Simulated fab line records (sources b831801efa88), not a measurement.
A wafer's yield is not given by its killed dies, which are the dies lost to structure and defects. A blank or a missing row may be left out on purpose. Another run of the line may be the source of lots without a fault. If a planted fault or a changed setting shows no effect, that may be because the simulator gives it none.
The tool behind it: which one? || flow gf180mcu || Sampling: 12 lots, 36 wafers, 6 of 602 route steps

## WHAT THE GAUGES SHOWED, per wafer
GF_CONTACT_THK_MEAS_26: measures by xrf.
{"lot": "L451", "measured": "day 17 18:46", "on": "film-metro-03", "CONTACT_W_THK (nm)": "311 306 311"}
{"lot": "L454", "measured": "day 18 21:10", "on": "film-metro-03", "CONTACT_W_THK (nm)": "307 306 302"}
{"lot": "L456", "measured": "day 19 16:20", "on": "film-metro-03", "CONTACT_W_THK (nm)": "306 306 305"}
{"lot": "L458", "measured": "day 20 10:20", "on": "film-metro-02", "CONTACT_W_THK (nm)": "314 312 310"}
{"lot": "L460", "measured": "day 21 08:25", "on": "film-metro-02", "CONTACT_W_THK (nm)": "313 313 315"}
{"lot": "L461", "measured": "day 21 20:56", "on": "film-metro-03", "CONTACT_W_THK (nm)": "313 313 311"}
{"lot": "L462", "measured": "day 22 01:31", "on": "film-metro-03", "CONTACT_W_THK (nm)": "312 310 313"}
{"lot": "L463", "measured": "day 22 18:15", "on": "film-metro-02", "CONTACT_W_THK (nm)": "317 314 313"}
{"lot": "L464", "measured": "day 22 23:47", "on": "film-metro-02", "CONTACT_W_THK (nm)": "310 310 308"}
{"lot": "L465", "measured": "day 23 11:14", "on": "film-metro-01", "CONTACT_W_THK (nm)": "313 309 310"}
{"lot": "L466", "measured": "day 23 13:56", "on": "film-metro-03", "CONTACT_W_THK (nm)": "307 308 315"}
{"lot": "L468", "measured": "day 23 23:15", "on": "film-metro-02", "CONTACT_W_THK (nm)": "308 307 303"}

GF_M1_RS_MEAS_05: measurement is done with a four-point probe.
{"lot": "L451", "measured": "day 17 19:22", "on": "film-metro-04", "M1_ALCU_RS (ohm/sq)": "0.0685 0.0691 0.0696"}
{"lot": "L454", "measured": "day 18 21:46", "on": "film-metro-02", "M1_ALCU_RS (ohm/sq)": "0.0693 0.0695 0.0696"}
{"lot": "L456", "measured": "day 19 16:56", "on": "film-metro-04", "M1_ALCU_RS (ohm/sq)": "0.0691 0.0693 0.0687"}
{"lot": "L458", "measured": "day 20 10:55", "on": "film-metro-03", "M1_ALCU_RS (ohm/sq)": "0.0683 0.0683 0.0677"}
{"lot": "L460", "measured": "day 21 09:00", "on": "film-metro-02", "M1_ALCU_RS (ohm/sq)": "0.0688 0.0679 0.0684"}
{"lot": "L461", "measured": "day 21 21:31", "on": "film-metro-02", "M1_ALCU_RS (ohm/sq)": "0.0681 0.0678 0.0689"}
{"lot": "L462", "measured": "day 22 02:07", "on": "film-metro-04", "M1_ALCU_RS (ohm/sq)": "0.0696 0.0696 0.0686"}
{"lot": "L463", "measured": "day 22 18:50", "on": "film-metro-04", "M1_ALCU_RS (ohm/sq)": "0.0696 0.0691 0.0690"}
{"lot": "L464", "measured": "day 23 00:23", "on": "film-metro-04", "M1_ALCU_RS (ohm/sq)": "0.0677 0.0683 0.0677"}
{"lot": "L465", "measured": "day 23 11:49", "on": "film-metro-04", "M1_ALCU_RS (ohm/sq)": "0.0701 0.0698 0.0704"}
{"lot": "L466", "measured": "day 23 14:31", "on": "film-metro-04", "M1_ALCU_RS (ohm/sq)": "0.0720 0.0699 0.0706"}
{"lot": "L468", "measured": "day 23 23:51", "on": "film-metro-04", "M1_ALCU_RS (ohm/sq)": "0.0688 0.0691 0.0689"}

GF_V1_THK_MEAS_01.
{"lot": "L451", "measured": "day 18 20:05", "on": "film-metro-03", "V1_CVD_00_THK (nm)": "605 607 597"}
{"lot": "L454", "measured": "day 19 23:19", "on": "film-metro-03", "V1_CVD_00_THK (nm)": "589 594 600"}
{"lot": "L456", "measured": "day 20 17:56", "on": "film-metro-04", "V1_CVD_00_THK (nm)": "1217 1200 1203"}
{"lot": "L458", "measured": "day 21 11:56", "on": "film-metro-01", "V1_CVD_00_THK (nm)": "1207 1199 1222"}
{"lot": "L460", "measured": "day 22 09:20", "on": "film-metro-04", "V1_CVD_00_THK (nm)": "596 590 594"}
{"lot": "L461", "measured": "day 22 21:13", "on": "film-metro-03", "V1_CVD_00_THK (nm)": "598 593 598"}
{"lot": "L462", "measured": "day 23 01:35", "on": "film-metro-04", "V1_CVD_00_THK (nm)": "602 610 596"}
{"lot": "L463", "measured": "day 23 18:10", "on": "film-metro-04", "V1_CVD_00_THK (nm)": "602 602 609"}
{"lot": "L464", "measured": "day 23 23:38", "on": "film-metro-03", "V1_CVD_00_THK (nm)": "614 614 608"}
{"lot": "L465", "measured": "day 24 10:32", "on": "film-metro-03", "V1_CVD_00_THK (nm)": "601 599 604"}
{"lot": "L466", "measured": "day 24 13:47", "on": "film-metro-03", "V1_CVD_00_THK (nm)": "602 605 603"}
{"lot": "L468", "measured": "day 24 23:10", "on": "film-metro-04", "V1_CVD_00_THK (nm)": "596 605 604"}

GF_V1_BOW_MEAS_05.
{"lot": "L451", "measured": "day 18 20:50", "on": "film-metro-03", "V1_BOW (um)": "75 80 82"}
{"lot": "L454", "measured": "day 19 23:49", "on": "film-metro-04", "V1_BOW (um)": "91 78 79"}
{"lot": "L456", "measured": "day 20 18:26", "on": "film-metro-01", "V1_BOW (um)": "118 120 117"}
{"lot": "L458", "measured": "day 21 12:25", "on": "film-metro-01", "V1_BOW (um)": "117 112 118"}
{"lot": "L460", "measured": "day 22 09:50", "on": "film-metro-03", "V1_BOW (um)": "83 81 74"}
{"lot": "L461", "measured": "day 22 21:57", "on": "film-metro-04", "V1_BOW (um)": "82 85 76"}
{"lot": "L462", "measured": "day 23 02:06", "on": "film-metro-04", "V1_BOW (um)": "91 95 81"}
{"lot": "L463", "measured": "day 23 18:40", "on": "film-metro-01", "V1_BOW (um)": "75 82 86"}
{"lot": "L464", "measured": "day 24 00:09", "on": "film-metro-03", "V1_BOW (um)": "86 94 79"}
{"lot": "L465", "measured": "day 24 11:01", "on": "film-metro-04", "V1_BOW (um)": "88 78 90"}
{"lot": "L466", "measured": "day 24 14:17", "on": "film-metro-03", "V1_BOW (um)": "72 78 71"}
{"lot": "L468", "measured": "day 24 23:41", "on": "film-metro-04", "V1_BOW (um)": "94 86 80"}

## WHAT TOOL EACH LOT RAN ON (gives the tool, then ch and the chambers of the sampled wafers, and finally the start)
{"lot": "L451", "GF_M1_SPUTTER_01": "pvd-sputter-01, day 17 19:12", "GF_V1_CVD_00": "hdpcvd-01 ch 0,1, day 18 20:00"}
{"lot": "L454", "GF_M1_SPUTTER_01": "pvd-sputter-01, day 18 21:37", "GF_V1_CVD_00": "hdpcvd-02 ch 0,2, day 19 23:14"}
{"lot": "L456", "GF_M1_SPUTTER_01": "pvd-sputter-04, day 19 16:47", "GF_V1_CVD_00": "hdpcvd-01 ch 0,1, day 20 17:37"}
{"lot": "L458", "GF_M1_SPUTTER_01": "pvd-sputter-03, day 20 10:48", "GF_V1_CVD_00": "hdpcvd-01 ch 1,2, day 21 11:33"}
{"lot": "L460", "GF_M1_SPUTTER_01": "pvd-sputter-01, day 21 08:53", "GF_V1_CVD_00": "hdpcvd-02 ch 0,2, day 22 09:16"}
{"lot": "L461", "GF_M1_SPUTTER_01": "pvd-sputter-03, day 21 21:24", "GF_V1_CVD_00": "hdpcvd-02 ch 1,2, day 22 21:08"}
{"lot": "L462", "GF_M1_SPUTTER_01": "pvd-sputter-04, day 22 01:58", "GF_V1_CVD_00": "hdpcvd-02 ch 0,2, day 23 01:30"}
{"lot": "L463", "GF_M1_SPUTTER_01": "pvd-sputter-04, day 22 18:43", "GF_V1_CVD_00": "hdpcvd-01 ch 0,2, day 23 18:06"}
{"lot": "L464", "GF_M1_SPUTTER_01": "pvd-sputter-03, day 23 00:13", "GF_V1_CVD_00": "hdpcvd-01 ch 0,1,2, day 23 23:34"}
{"lot": "L465", "GF_M1_SPUTTER_01": "pvd-sputter-01, day 23 11:42", "GF_V1_CVD_00": "hdpcvd-02 ch 0,1,2, day 24 10:28"}
{"lot": "L466", "GF_M1_SPUTTER_01": "pvd-sputter-04, day 23 14:24", "GF_V1_CVD_00": "hdpcvd-01 ch 0,1,2, day 24 13:43"}
{"lot": "L468", "GF_M1_SPUTTER_01": "pvd-sputter-01, day 23 23:41", "GF_V1_CVD_00": "hdpcvd-02 ch 0,1,2, day 24 23:05"}
- GF_M1_SPUTTER_01: material TiN, target thk 30 nm, time 25 s.
- GF_V1_CVD_00: deposits SiO2, target thk 600 nm, time 100 s.

## WHAT THE TOOLS THEMSELVES READ (means of the sampled wafers that have a number; where no wafer has one, the mark that the record gives instead)
GF_M1_SPUTTER_01.
{"lot": "L451", "tool": "pvd-sputter-01", "throttle-valve-pct (%)": 30.2}
{"lot": "L454", "tool": "pvd-sputter-01", "throttle-valve-pct (%)": 30.4}
{"lot": "L456", "tool": "pvd-sputter-04", "throttle-valve-pct (%)": 30.6}
{"lot": "L458", "tool": "pvd-sputter-03", "throttle-valve-pct (%)": 30.1}
{"lot": "L460", "tool": "pvd-sputter-01", "throttle-valve-pct (%)": 30.4}
{"lot": "L461", "tool": "pvd-sputter-03", "throttle-valve-pct (%)": 29.8}
{"lot": "L462", "tool": "pvd-sputter-04", "throttle-valve-pct (%)": 29.8}
{"lot": "L463", "tool": "pvd-sputter-04", "throttle-valve-pct (%)": 30.4}
{"lot": "L464", "tool": "pvd-sputter-03", "throttle-valve-pct (%)": 29.5}
{"lot": "L465", "tool": "pvd-sputter-01", "throttle-valve-pct (%)": 30.4}
{"lot": "L466", "tool": "pvd-sputter-04", "throttle-valve-pct (%)": 29.9}
{"lot": "L468", "tool": "pvd-sputter-01", "throttle-valve-pct (%)": 30.5}

## THE ANSWER, worked out from the rows above alone
Rule: what is usual is taken from the lots themselves. The widest of any qualifying gaps counts: lots, ordered by their means at a reading, are off when they make up no more than a third of the lots, leave a main group of 4 or more, and stand apart from it by 3 or more times the standard deviation of that group's means. The tables above print the reading to a certain number of digits; a main group whose means all agree to those digits is not used. A lot without any number at a reading at which 4 lots or more have one is off too. Where the step has rows for the other lots, those lots are counted as sound. First the gauges in route order, then the tools' own readings, where a lot's mean is used as printed above. At the first step where some lot is off, the reading lying furthest off is the one used; lots without a number count as furthest.
Off: L456, L458, seen at GF_V1_THK_MEAS_01 (V1_CVD_00_THK). For the main group the mean is 601 nm and the standard deviation 5.2.
If a tool, at a process step before that reading, ran all the lots that are off and no sound lot after the first of them, it fits. Gauges at GF_V1_THK_MEAS_01: tried the same way as those tools. No candidate that was tried fits.

## WHAT HAD BEEN PUT IN BY THE SIMULATOR
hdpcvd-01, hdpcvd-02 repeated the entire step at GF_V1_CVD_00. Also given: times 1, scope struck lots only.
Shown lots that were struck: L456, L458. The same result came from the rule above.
